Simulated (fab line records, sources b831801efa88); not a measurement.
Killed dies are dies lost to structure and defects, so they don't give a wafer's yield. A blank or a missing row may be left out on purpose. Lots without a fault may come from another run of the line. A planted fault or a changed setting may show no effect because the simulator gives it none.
Problem report in the 8D (eight disciplines) form, filled by code | flow gf180mcu | the parts of the form that need people (team, actions taken, sign-off) are left out

1. THE PROBLEM
strip_time_to_endpoint_s at GF_MVPSD_STRIP_10 reads a mean of 34.44 s on 6 wafers of 2 lots; wafers without a fault read 36.99 s with a standard deviation of 0.12. That is -21 standard deviations from the usual mean.
The step: strips in O2/N2.
First seen on wafer L347.1, day 8 02:05, on plasma_asher-03. The record holds 36 wafers of 12 lots with a number at this step. Rule for "out", or "out of limits": more than 4 standard deviations from the usual mean. The other wafers with a number count as sound.

2. WHAT IT IS AND WHAT IT IS NOT
question                    | is                       | is not
which readings at this step | strip_time_to_endpoint_s | drypump_motor_current_A, heater_power_w
which lots                  | L347, L350               | L335, L336, L338, L339, L340, L345, L346, L352, L353, L354
which wafers of those lots  | all that have a number   | -
read on which tools         | plasma_asher-03          | plasma_asher-02, plasma_asher-04
when                        | from day 8 02:05         | up to then (21 sound wafers); but 9 sound wafers of L352, L353, L354 came after

3. SUSPECTS, AND WHAT RULES EACH OUT
Counting: a tool at a process step up to the reading stays a suspect if it ran every lot that is out and no sound lot after the first of them.
- litho_track-01 at GF_MVPSD_COAT_02 (resist thk 3000 nm): kept. It ran every lot that is out, first L347 (day 7 17:17), and no sound lot after that; its last sound lot up to then is L346 (day 7 12:17).
- plasma_asher-03 at GF_MVPSD_STRIP_10 (strips in O2/N2): ruled out as a lasting fault. Sound lots L352, L353 ran on it after its first lot that is out, L347 (day 8 02:05).
Left after counting: litho_track-01 at GF_MVPSD_COAT_02.

4. THE CAUSE (what the simulator had put in)
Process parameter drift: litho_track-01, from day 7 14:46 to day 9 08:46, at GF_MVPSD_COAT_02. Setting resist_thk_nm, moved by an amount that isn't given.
Counting left only this tool.

5. THE CHAIN OF EFFECTS, in route order
Each row: a reading whose mean over the struck wafers that have a number lies more than 3 standard deviations from the usual. Only readings for which the record gives a usual standard deviation are gone through. hours: the time from each lot's start at the first step in this table that gives one to its start at this step, as a median over the lots. sigmas: the change in usual standard deviations.
hours | step              | reading                  | usual   | on struck wafers | change | sigmas
0     | GF_MVPSD_STRIP_10 | strip_time_to_endpoint_s | 36.99 s | 34.44            | -2.55  | -21
The process steps in it:
- GF_MVPSD_STRIP_10: strips in O2/N2.

6. WHAT WOULD HAVE CAUGHT IT SOONER
In this record the first reading out of limits was taken at day 8 02:05, 11 hours after the fault began at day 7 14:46.
Of the tool readings at GF_MVPSD_COAT_02 for which the record gives a usual standard deviation, none was out on any struck wafer, so an alarm limit of 4 standard deviations on them would not have fired.
Of the lots that are out (2), L350 began GF_MVPSD_COAT_02 on litho_track-01 after day 8 02:05. A hold on the tool at that time would have spared it.
